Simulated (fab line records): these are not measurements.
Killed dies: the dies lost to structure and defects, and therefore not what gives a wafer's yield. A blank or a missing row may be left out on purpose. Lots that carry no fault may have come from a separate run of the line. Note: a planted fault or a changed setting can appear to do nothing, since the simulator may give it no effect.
fab line records | flow gf180mcu
record: lots: 5 | wafers: 15 | lastDay: 34
route steps=602 shown HV_LDD@227 NSD@235 PSD@248 PASSIVATION@602
lots untouched by any fault: they come from a run of this same line in which no faults occurred
startH: hours from the record's first day to the start of the lot's first wafer shown | waitH: hours elapsed since this lot's preceding step | " repeats the value in the row above | L1.1+2: several wafers, shown together as one row | - either no value or no given start | * or withheld: withheld | < > ~ a bound
route shown NAME@n: NAME is a module with steps in the file, n the number in the route of the first one | usual: mean/standard deviation taken from wafers without a fault | same: alike in all rows | chamber/n: place in a boat | sites: each site's reading | _std_site: standard deviation of those values | _edge_site: mean of outer sites minus mean of inner sites | radiusMm: how far each site lies from the wafer's centre | mask NAME#n: copy n | behind: the last tool/chamber to shape the wafer | hold: why the lot was held/for how many hours/how that ended | device: the n, p or np transistor that did not switch | end of line: the tests these same wafers got at the end of their route | step lacking rows: just its recipe | killed: at the first sort, the dies lost to defects and structure; wafer yield is something else | map: a wafer's dies, x killed, . not, _ none there
set.NAME: the setting that was run; set.NAME@STEP: the one run at that earlier step | model.NAME: the simulator's own value behind a step, which no gauge read
lots at some steps of the route; a table a step, a row a wafer
services: from which hour (startH, from the record's first day; less than 0 if before it) a tool's chamber was out of use, for how many hours, and why
== steps ==
step: GF_HV_LDD_CLEAN_51
recipe: chemistry: SC1/SC2 | mix: 1:4:20 | tempC: 70 | timeS: 150 | dry: n2Spin
step: GF_HV_LDD_RTA_52
recipe: tempC: 1000 | timeS: 10 | ambient: N2
usual: lampPowerPct: 28.818/0.028 | wafer_temp_C_max: 1002.9/0.67
lot.wafer | tool         | chamber | startH | waitH | lampPowerPct | wafer_temp_C_max
L537.1    | rtpAnneal-01 | 0       | 280.71 | 0.0   | 28.776       | 1001.9
L537.2    | "            | 0       | "      | "     | 28.843       | 1002.8
L537.4    | "            | 0       | "      | "     | 28.784       | 1002.5
L549.1    | rtpAnneal-02 | 0       | 377.62 | 0.0   | 28.839       | 1003.1
L549.5    | "            | 0       | "      | "     | 28.834       | 1002.5
L549.6    | "            | 0       | "      | "     | 28.811       | 1002.6
L553.2    | rtpAnneal-01 | 0       | 413.92 | 0.0   | 28.786       | 1003.3
L553.4    | "            | 0       | "      | "     | 28.830       | 1002.6
L553.6    | "            | 0       | "      | "     | 28.778       | 1002.2
L557.1    | rtpAnneal-02 | 0       | 444.21 | 0.0   | 28.817       | 1003.5
L557.3    | "            | 0       | "      | "     | 28.843       | 1003.1
L557.5    | "            | 0       | "      | "     | 28.824       | 1002.5
L559.3    | rtpAnneal-01 | 0       | 459.94 | 0.0   | 28.801       | 1002.6
L559.4    | "            | 0       | "      | "     | 28.790       | 1003.6
L559.5    | "            | 0       | "      | "     | 28.818       | 1002.4
step: GF_HV_LDD_RS_MEAS_53
recipe: thkMeasGauge: four-point-probe
usual: HV_LDD_RS: 418.1/0.95
lot.wafer | tool         | chamber | startH | waitH | HV_LDD_RS[ohm/sq]
L537.1    | filmMetro-02 | -       | 280.77 | 0.1   | 415.9
L537.2    | "            | -       | "      | "     | 416.1
L537.4    | "            | -       | "      | "     | 416.0
L549.1    | filmMetro-03 | -       | 377.68 | 0.1   | 418.2
L549.5    | "            | -       | "      | "     | 418.5
L549.6    | "            | -       | "      | "     | 417.7
L553.2    | filmMetro-03 | -       | 413.99 | 0.1   | 418.9
L553.4    | "            | -       | "      | "     | 417.7
L553.6    | "            | -       | "      | "     | 418.9
L557.1    | filmMetro-02 | -       | 444.28 | 0.1   | 418.8
L557.3    | "            | -       | "      | "     | 418.2
L557.5    | "            | -       | "      | "     | 418.6
L559.3    | filmMetro-02 | -       | 460.02 | 0.1   | 420.0
L559.4    | "            | -       | "      | "     | 420.6
L559.5    | "            | -       | "      | "     | 420.5
step: GF_HV_LDD_CVD_54
recipe: material: SiO2 | targetThkNm: 10 | precursor: TEOS | tempC: 680 | timeS: 75 | pressureMtorr: 400
step: GF_HV_LDD_THK_MEAS_55
recipe: reads: SiO2_of_HV_LDD_CVD_54
usual: HV_LDD_CVD_54_THK: 10.05/0.13
lot.wafer | tool         | chamber | startH | waitH | HV_LDD_CVD_54_THK[nm]
L537.1    | filmMetro-01 | -       | 281.92 | 0.0   | 10.19
L537.2    | "            | -       | "      | "     | 10.13
L537.4    | "            | -       | "      | "     | 10.20
L549.1    | filmMetro-01 | -       | 378.82 | 0.0   | 10.08
L549.5    | "            | -       | "      | "     | 10.19
L549.6    | "            | -       | "      | "     | 10.17
L553.2    | filmMetro-01 | -       | 415.12 | 0.0   | 10.03
L553.4    | "            | -       | "      | "     | 9.99
L553.6    | "            | -       | "      | "     | 9.97
L557.1    | filmMetro-03 | -       | 445.42 | 0.0   | 10.00
L557.3    | "            | -       | "      | "     | 9.97
L557.5    | "            | -       | "      | "     | 9.99
L559.3    | filmMetro-03 | -       | 461.14 | 0.0   | 9.97
L559.4    | "            | -       | "      | "     | 9.94
L559.5    | "            | -       | "      | "     | 9.98
step: GF_HV_LDD_CVD_56
recipe: material: Si3N4 | precursor: DCS/NH3 | targetThkNm: 90 | tempC: 770 | timeS: 1543 | pressureMtorr: 250
step: GF_HV_LDD_THK_MEAS_57
recipe: reads: Si3N4_of_HV_LDD_CVD_56
usual: HV_LDD_CVD_56_THK: 90.5/0.84
lot.wafer | tool         | chamber | startH | waitH | HV_LDD_CVD_56_THK[nm]
L537.1    | filmMetro-02 | -       | 283.40 | 0.0   | 90.6
L537.2    | "            | -       | "      | "     | 91.4
L537.4    | "            | -       | "      | "     | 91.2
L549.1    | filmMetro-01 | -       | 380.31 | 0.0   | 88.5
L549.5    | "            | -       | "      | "     | 89.8
L549.6    | "            | -       | "      | "     | 89.4
L553.2    | filmMetro-02 | -       | 416.61 | 0.0   | 89.4
L553.4    | "            | -       | "      | "     | 90.8
L553.6    | "            | -       | "      | "     | 90.7
L557.1    | filmMetro-01 | -       | 446.91 | 0.0   | 89.3
L557.3    | "            | -       | "      | "     | 91.0
L557.5    | "            | -       | "      | "     | 89.4
L559.3    | filmMetro-03 | -       | 462.63 | 0.0   | 90.4
L559.4    | "            | -       | "      | "     | 90.2
L559.5    | "            | -       | "      | "     | 91.3
step: GF_HV_LDD_ETCHBACK_58
recipe: chemistry: CH3F/O2 | target: Si3N4 | stopOn: SiO2 | sourceW: 400 | biasW: 80 | pressureMtorr: 25 | ch3fFlowSccm: 40 | O2_flow_sccm: 30 | timeS: 100 | targetDepthA: 900
usual: biasW: 80.00/0.26 | drypumpMotorCurrentA: 5.8/0.61 | oesProductAu: 0.845/0.0056 | throttleValvePct: 10.561/0.0087
lot.wafer | tool       | chamber | startH | waitH | biasW | drypumpMotorCurrentA | oesProductAu | rfHoursCounterH | throttleValvePct
L537.1    | rieDiel-01 | 1       | 283.46 | 0.1   | 79.67 | 6.5                  | 0.849        | 14              | 10.556
L537.2    | "          | 3       | "      | "     | 79.98 | 5.7                  | 0.848        | 104             | 10.574
L537.4    | "          | 0       | "      | "     | 80.15 | 6.6                  | 0.848        | 6               | 10.571
L549.1    | rieDiel-01 | 0       | 380.37 | 0.1   | 80.07 | 6.6                  | 0.831        | 8               | 10.539
L549.5    | "          | 1       | "      | "     | 79.96 | 6.6                  | 0.839        | -               | 10.569
L549.6    | "          | 0       | "      | "     | 80.23 | 6.6                  | 0.841        | -               | 10.544
L553.2    | rieDiel-03 | 2       | 416.66 | 0.0   | 79.80 | 5.0                  | 0.843        | 93              | 10.551
L553.4    | "          | 1       | "      | "     | 79.85 | 5.0                  | 0.843        | 74              | 10.553
L553.6    | "          | 2       | "      | "     | 80.34 | 5.0                  | 0.850        | -               | 10.565
L557.1    | rieDiel-04 | 3       | 446.97 | 0.1   | 80.06 | 6.4                  | 0.841        | 5               | 10.556
L557.3    | "          | 1       | "      | "     | 79.58 | 5.4                  | 0.854        | 76              | 10.550
L557.5    | "          | 0       | "      | "     | 79.96 | 6.2                  | 0.841        | -               | 10.569
L559.3    | rieDiel-03 | 2       | 462.67 | 0.0   | 79.67 | 5.0                  | 0.851        | 95              | 10.567
L559.4    | "          | 3       | "      | "     | 80.43 | 5.0                  | 0.842        | 17              | 10.568
L559.5    | "          | 2       | "      | "     | 80.02 | 5.0                  | 0.847        | -               | 10.565
step: GF_NSD_DEHYDRATE_00
recipe: tempC: 200 | timeS: 60
step: GF_NSD_HMDS_01
recipe: primeTimeS: 60 | primeTempC: 120
step: GF_NSD_COAT_02
recipe: resist: NOVOLAK | spinRpm: 3000 | resistThkNm: 1000
step: GF_NSD_SOFTBAKE_03
recipe: tempC: 90 | timeS: 60 | resist: NOVOLAK
step: GF_NSD_EXPOSE_04
recipe: maskId: Nplus | targetCdNm: 400 | na: 0.6 | sourceShape: conventional | sigmaOuter: 0.6 | doseMj: 140
usual: focusOffsetNm: 0.1/0.51
lot.wafer | tool            | chamber | startH | waitH | mask            | focusOffsetNm
L537.1    | ilineStepper-01 | 0       | 293.46 | -     | Nplus#0         | 0.4
L537.2    | "               | 0       | "      | "     | Nplus#0         | -0.4
L537.4    | "               | 0       | "      | "     | Nplus#0         | 0.1
L549.1    | ilineStepper-01 | 0       | 392.03 | -     | Nplus_HV_AREA#0 | -0.4
L549.5    | "               | 0       | "      | "     | Nplus_HV_AREA#0 | -0.3
L549.6    | "               | 0       | "      | "     | Nplus_HV_AREA#0 | -0.3
L553.2    | ilineStepper-01 | 0       | 428.62 | -     | Nplus#0         | 0.0
L553.4    | "               | 0       | "      | "     | Nplus#0         | -0.7
L553.6    | "               | 0       | "      | "     | Nplus#0         | -0.3
L557.1    | ilineStepper-02 | 0       | 458.99 | -     | Nplus#0         | 0.7
L557.3    | "               | 0       | "      | "     | Nplus#0         | -0.1
L557.5    | "               | 0       | "      | "     | Nplus#0         | -0.1
L559.3    | ilineStepper-01 | 0       | 475.48 | -     | Nplus#0         | 0.4
L559.4    | "               | 0       | "      | "     | Nplus#0         | -0.7
L559.5    | "               | 0       | "      | "     | Nplus#0         | 0.4
step: GF_NSD_PEB_05
recipe: tempC: withheld | timeS: * | resist: NOVOLAK
step: GF_NSD_DEVELOP_06
recipe: developTimeS: 60 | devTempC: 23
step: GF_NSD_CD_MEAS_07
recipe: targetCdNm: 400
usual: cdNm: 400.2/2.2
lot.wafer | tool     | chamber | startH | waitH | cdNm
L537.1    | cdSem-02 | -       | 303.11 | 0.1   | 398.7
L537.2    | "        | -       | "      | "     | 397.8
L537.4    | "        | -       | "      | "     | 397.9
L549.1    | cdSem-01 | -       | 403.21 | 0.1   | -
L549.5    | "        | -       | "      | "     | -
L549.6    | "        | -       | "      | "     | -
L553.2    | cdSem-01 | -       | 440.77 | 0.1   | 401.7
L553.4    | "        | -       | "      | "     | 400.5
L553.6    | "        | -       | "      | "     | 402.3
L557.1    | cdSem-02 | -       | 471.44 | 0.1   | 401.2
L557.3    | "        | -       | "      | "     | 400.8
L557.5    | "        | -       | "      | "     | 402.5
L559.3    | cdSem-01 | -       | 486.80 | 0.1   | 397.7
L559.4    | "        | -       | "      | "     | 401.7
L559.5    | "        | -       | "      | "     | 400.4
step: GF_NSD_OVL_MEAS_08
usual: NSD_OVL: -1.0/1.4
lot.wafer | tool       | chamber | startH | waitH | NSD_OVL[nm]
L537.1    | overlay-02 | -       | 303.23 | 0.1   | -4.0
L537.2    | "          | -       | "      | "     | -2.2
L537.4    | "          | -       | "      | "     | -1.9
L549.1    | overlay-01 | -       | 403.33 | 0.1   | -
L549.5    | "          | -       | "      | "     | -
L549.6    | "          | -       | "      | "     | -
L553.2    | overlay-01 | -       | 440.87 | 0.1   | -0.2
L553.4    | "          | -       | "      | "     | 0.2
L553.6    | "          | -       | "      | "     | 0.1
L557.1    | overlay-01 | -       | 471.56 | 0.1   | 0.8
L557.3    | "          | -       | "      | "     | 0.1
L557.5    | "          | -       | "      | "     | 0.0
L559.3    | overlay-02 | -       | 486.89 | 0.1   | 0.8
L559.4    | "          | -       | "      | "     | 0.0
L559.5    | "          | -       | "      | "     | -0.4
step: GF_NSD_IMPLANT_09
recipe: species: As | energyKev: 60 | doseCm2: 4e+15 | tiltDeg: 7
step: GF_NSD_IMPLANT_10
recipe: species: P | energyKev: 38.97 | doseCm2: 5e+14 | tiltDeg: 7
step: GF_NSD_STRIP_11
recipe: chemistry: O2/N2 | powerW: 1400 | pressureMtorr: 1500 | platenTempC: 250 | o2FlowSccm: 3000 | n2FlowSccm: 300 | overashFraction: 0.5
usual: drypumpMotorCurrentA: 5.85/0.28 | heaterPowerW: 326/31 | oesProductAu: 0.488/0.0043 | stripTimeToEndpointS: 22.94/0.037
lot.wafer | tool           | chamber | startH | waitH | drypumpMotorCurrentA | heaterPowerW | oesProductAu | rfHoursCounterH | stripTimeToEndpointS
L537.1    | plasmaAsher-02 | 0       | 303.57 | 0.1   | 5.72                 | 348          | 0.489        | 63              | 22.91
L537.2    | "              | 1       | "      | "     | 6.03                 | 344          | 0.485        | 63              | 22.91
L537.4    | "              | 0       | "      | "     | 5.74                 | 353          | 0.496        | -               | 22.91
L549.1    | plasmaAsher-04 | 0       | 403.66 | 0.1   | 5.99                 | 370          | 0.491        | 28              | 22.95
L549.5    | "              | 0       | "      | "     | 5.99                 | 360          | 0.493        | -               | 22.99
L549.6    | "              | 1       | "      | "     | 5.72                 | 316          | 0.489        | -               | 23.03
L553.2    | plasmaAsher-03 | 0       | 441.20 | 0.1   | 6.23                 | 283          | 0.490        | 69              | 22.99
L553.4    | "              | 0       | "      | "     | 6.23                 | 283          | 0.492        | -               | 22.98
L553.6    | "              | 0       | "      | "     | 6.22                 | 279          | 0.495        | -               | 22.96
L557.1    | plasmaAsher-02 | 1       | 471.90 | 0.1   | 6.05                 | 370          | 0.483        | 4               | 22.89
L557.3    | "              | 0       | "      | "     | 5.73                 | 344          | 0.481        | -               | 22.90
L557.5    | "              | 1       | "      | "     | 6.03                 | 357          | 0.489        | -               | 22.91
L559.3    | plasmaAsher-04 | 1       | 487.25 | 0.1   | 5.74                 | 329          | 0.491        | -               | 22.96
L559.4    | "              | 0       | "      | "     | 6.00                 | 377          | 0.487        | -               | 22.97
L559.5    | "              | 1       | "      | "     | 5.72                 | 325          | 0.491        | -               | 22.99
step: GF_NSD_TW_MEAS_12
usual: NSD_TW: 4238/38
lot.wafer | tool         | chamber | startH | waitH | NSD_TW
L537.1    | filmMetro-02 | -       | 303.67 | 0.1   | 4192
L537.2    | "            | -       | "      | "     | 4189
L537.4    | "            | -       | "      | "     | 4199
L549.1    | filmMetro-01 | -       | 403.76 | 0.1   | 30
L549.5    | "            | -       | "      | "     | 30
L549.6    | "            | -       | "      | "     | 30
L553.2    | filmMetro-04 | -       | 441.31 | 0.1   | 4265
L553.4    | "            | -       | "      | "     | 4266
L553.6    | "            | -       | "      | "     | 4272
L557.1    | filmMetro-04 | -       | 472.00 | 0.1   | 4256
L557.3    | "            | -       | "      | "     | 4257
L557.5    | "            | -       | "      | "     | 4264
L559.3    | filmMetro-04 | -       | 487.33 | 0.1   | 4268
L559.4    | "            | -       | "      | "     | 4296
L559.5    | "            | -       | "      | "     | 4299
step: GF_PSD_DEHYDRATE_00
recipe: tempC: 200 | timeS: 60
step: GF_PASSIVATION_PROBE_99
lot.wafer | tool      | chamber | startH | waitH | model.etest.nmos_3p3_sab.rOnOhmUm | model.etest.nldd_6p0.lineOhmUm | model.etest.nmos_3p3.rOnOhmUm | model.etest.nplusU.lineOhmUm | model.etest.nldd_6p0.rsOhmSq | model.etest.nplusU.rsOhmSq | model.etest.contactNplus.endOhmUm | model.etest.nmos_3p3_sab.driveUaUm
L537.1    | prober-02 | -       | 682.75 | 0.1   | 1798                              | 4658                           | 1644                          | 198.6                        | 1386                         | 59.08                      | 12.86                             | 500.7
L537.2    | prober-02 | -       | 682.80 | 0.1   | 1797                              | 4630                           | 1647                          | 195.3                        | 1381                         | 58.93                      | 12.7                              | 493.1
L537.4    | prober-02 | -       | 682.90 | 0.2   | 1820                              | 4663                           | 1687                          | 195.6                        | 1385                         | 58.9                       | 12.84                             | 491.7
L549.1    | prober-02 | -       | 766.65 | 0.1   | 6884                              | 200.9                          | 4769                          | 2447                         | 59.43                        | 737                        | 540.5                             | 190.4
L549.5    | prober-02 | -       | 766.85 | 0.2   | 6824                              | 192.9                          | 4705                          | 2423                         | 60.05                        | 738.2                      | 524.1                             | 194.9
L549.6    | prober-02 | -       | 766.90 | 0.2   | 6724                              | 198.9                          | 4636                          | 2447                         | 59.98                        | 738.3                      | 526.1                             | 194.9
L553.2    | prober-02 | -       | 791.80 | 0.1   | 1780                              | 4628                           | 1661                          | 202.7                        | 1381                         | 60.17                      | 13.07                             | 496.9
L553.4    | prober-02 | -       | 791.90 | 0.2   | 1812                              | 4549                           | 1696                          | 198.8                        | 1393                         | 60.5                       | 13.35                             | 495.1
L553.6    | prober-02 | -       | 792.00 | 0.2   | 1780                              | 4737                           | 1658                          | 201.5                        | 1384                         | 59.76                      | 13.51                             | 504.9
L557.1    | prober-01 | -       | 810.75 | 0.1   | 1775                              | 4730                           | 1646                          | 197.3                        | 1388                         | 59.13                      | 12.81                             | 504.3
L557.3    | prober-01 | -       | 810.85 | 0.2   | 1766                              | 4691                           | 1641                          | 198.2                        | 1398                         | 59.82                      | 13.34                             | 512.9
L557.5    | prober-01 | -       | 810.95 | 0.2   | 1744                              | 4680                           | 1600                          | 197.8                        | 1384                         | 59.52                      | 12.95                             | 517.1
L559.3    | prober-01 | -       | 822.15 | 0.2   | 1726                              | 4668                           | 1590                          | 198.4                        | 1387                         | 59.54                      | 13.02                             | 525.9
L559.4    | prober-01 | -       | 822.20 | 0.2   | 1746                              | 4579                           | 1607                          | 198.1                        | 1391                         | 60.21                      | 13.2                              | 513.2
L559.5    | prober-01 | -       | 822.25 | 0.2   | 1739                              | 4583                           | 1594                          | 201.3                        | 1384                         | 60.09                      | 13.5                              | 519.8
killed by level:class
L537.1 STI:geometricParticle:open=6 V2:geometricParticle:open=6 CONTACT:geometricParticle:short=4 V5:geometricParticle:open=4 V3:geometricParticle:open=3 CONTACT:geometricParticle:open=2 M1:geometricParticle:open=2 V1:geometricParticle:short=2
L537.2 V1:geometricParticle:open=7 V2:geometricParticle:open=7 V4:geometricParticle:open=5 CONTACT:geometricParticle:open=4 M3:geometricParticle:short=4 CONTACT:geometricParticle:short=3 V5:geometricParticle:open=3 STI:geometricParticle:open=2
L537.4 V3:geometricParticle:open=5 CONTACT:geometricParticle:open=4 V3:geometricParticle:short=4 V2:geometricParticle:open=4 V2:geometricParticle:short=4 V4:geometricParticle:open=4 STI:geometricParticle:short=3 V1:geometricParticle:open=3
L553.2 V1:geometricParticle:open=6 V4:geometricParticle:open=6 V5:geometricParticle:open=6 CONTACT:geometricParticle:open=5 STI:geometricParticle:open=3 M2:geometricParticle:short=3 V3:geometricParticle:open=3 SALICIDE:geometricParticle:open=2
L553.4 V4:geometricParticle:open=6 V1:geometricParticle:short=5 V1:geometricParticle:open=5 CONTACT:geometricParticle:open=4 V2:geometricParticle:open=4 V3:geometricParticle:open=4 M4:geometricParticle:short=4 STI:geometricParticle:open=3
L553.6 V5:geometricParticle:open=5 STI:geometricParticle:short=3 CONTACT:geometricParticle:open=3 V3:geometricParticle:open=3 M2:geometricParticle:short=3 V2:geometricParticle:open=3 M4:geometricParticle:short=3 V5:geometricParticle:short=3
L557.1 CONTACT:geometricParticle:open=6 V4:geometricParticle:open=6 CONTACT:geometricParticle:short=3 V1:geometricParticle:short=3 M4:geometricParticle:short=3 V4:geometricParticle:short=3 TOP_METAL:geometricParticle:short=3 STI:geometricParticle:short=2
L557.3 CONTACT:geometricParticle:open=5 V5:geometricParticle:open=5 STI:geometricParticle:open=4 V1:geometricParticle:open=4 V2:geometricParticle:open=4 STI:geometricParticle:short=3 V3:geometricParticle:open=3 V5:geometricParticle:short=3
L557.5 V3:geometricParticle:open=8 V2:geometricParticle:open=5 V4:geometricParticle:open=4 CONTACT:geometricParticle:short=3 CONTACT:geometricParticle:open=3 V1:geometricParticle:open=3 V2:geometricParticle:short=3 V5:geometricParticle:open=3
L559.3 V1:geometricParticle:open=5 V4:geometricParticle:open=5 STI:geometricParticle:open=4 CONTACT:geometricParticle:short=4 V2:geometricParticle:open=4 V3:geometricParticle:short=4 M4:geometricParticle:short=4 V5:geometricParticle:open=4
L559.4 CONTACT:geometricParticle:open=6 STI:geometricParticle:open=5 STI:geometricParticle:short=3 V1:geometricParticle:open=3 V1:geometricParticle:short=3 V5:geometricParticle:short=3 V5:geometricParticle:open=3 V4:geometricParticle:short=2
L559.5 V1:geometricParticle:open=7 CONTACT:geometricParticle:open=5 M1:geometricParticle:short=4 V4:geometricParticle:open=4 V1:geometricParticle:short=3 V2:geometricParticle:short=3 V5:geometricParticle:open=3 CONTACT:geometricParticle:short=2
== services ==
tool            | chamber | startH | hours | kind
rieDiel-01      | 3       | 298.32 | 7.7   | repair
plasmaAsher-04  | -       | 305.18 | 1.8   | repair
ilineStepper-01 | -       | 305.28 | 9.0   | repair
rieDiel-01      | 1       | 317.76 | 7.2   | repair
rieDiel-04      | -       | 322.04 | 0.2   | repair
plasmaAsher-02  | -       | 330.86 | 5.4   | repair
ilineStepper-02 | -       | 340.96 | 2.1   | pm
ilineStepper-01 | -       | 343.08 | 1.7   | pm
rieDiel-03      | 1       | 359.06 | 6.7   | repair
plasmaAsher-04  | -       | 359.74 | 10.6  | repair
rieDiel-01      | 0       | 359.75 | 5.3   | repair
rieDiel-03      | -       | 371.72 | 1.0   | repair
rieDiel-04      | 3       | 391.56 | 28.6  | repair
plasmaAsher-02  | -       | 393.82 | 14.6  | pm
rieDiel-03      | -       | 394.99 | 0.6   | repair
ilineStepper-02 | -       | 395.43 | 1.7   | pm
rieDiel-01      | 0       | 395.60 | 29.4  | repair
plasmaAsher-02  | -       | 415.10 | 5.1   | repair
plasmaAsher-04  | -       | 420.55 | 0.5   | repair
plasmaAsher-02  | -       | 421.25 | 9.0   | pm
rieDiel-03      | 0       | 450.06 | 5.1   | repair
ilineStepper-01 | -       | 452.93 | 1.7   | repair
rieDiel-03      | 2       | 467.44 | 3.0   | repair
rtpAnneal-01    | -       | 486.53 | 4.3   | pm
== key ==
firstSign: step: GF_NSD_EXPOSE_04 | reading: mask | direction: changed
effect: step: GF_NSD_CD_MEAS_07 | reading: cdNm | direction: missing
effect: step: GF_NSD_OVL_MEAS_08 | reading: NSD_OVL | direction: missing
effect: step: GF_NSD_TW_MEAS_12 | reading: NSD_TW | direction: down | sigmas: 99+ | usual: 4238 | struck: 30
modelEffect: step: GF_PASSIVATION_PROBE_99 | value: etest.nmos_3p3_sab.rOnOhmUm | without: 1785 | struck: 6811
metAt GF_NSD_EXPOSE_04
struckWafers L549.1,L549.5,L549.6
sortLeftOut L549.1,L549.5,L549.6
testerLeftOut L549
onsetBetween 293.46 392.03
fault: kind: wrongMask | tool: any | chamber: - | onsetH: 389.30 | steps: GF_NSD_EXPOSE_04 | auxCopy: Nplus_HV_AREA#0 | scope: struckLotsOnly
testerLeftOut: of these lots the tester's yield and bins aren't shown, on N5 and GAA mostly nor the transistor test; their killed dies are dies lost to structure and defects alone, not to doping, threshold or leakage, so they don't give the yield
sortLeftOut: the simulated sort isn't trusted on such a fault, so these wafers' sort isn't shown, and their yield isn't known
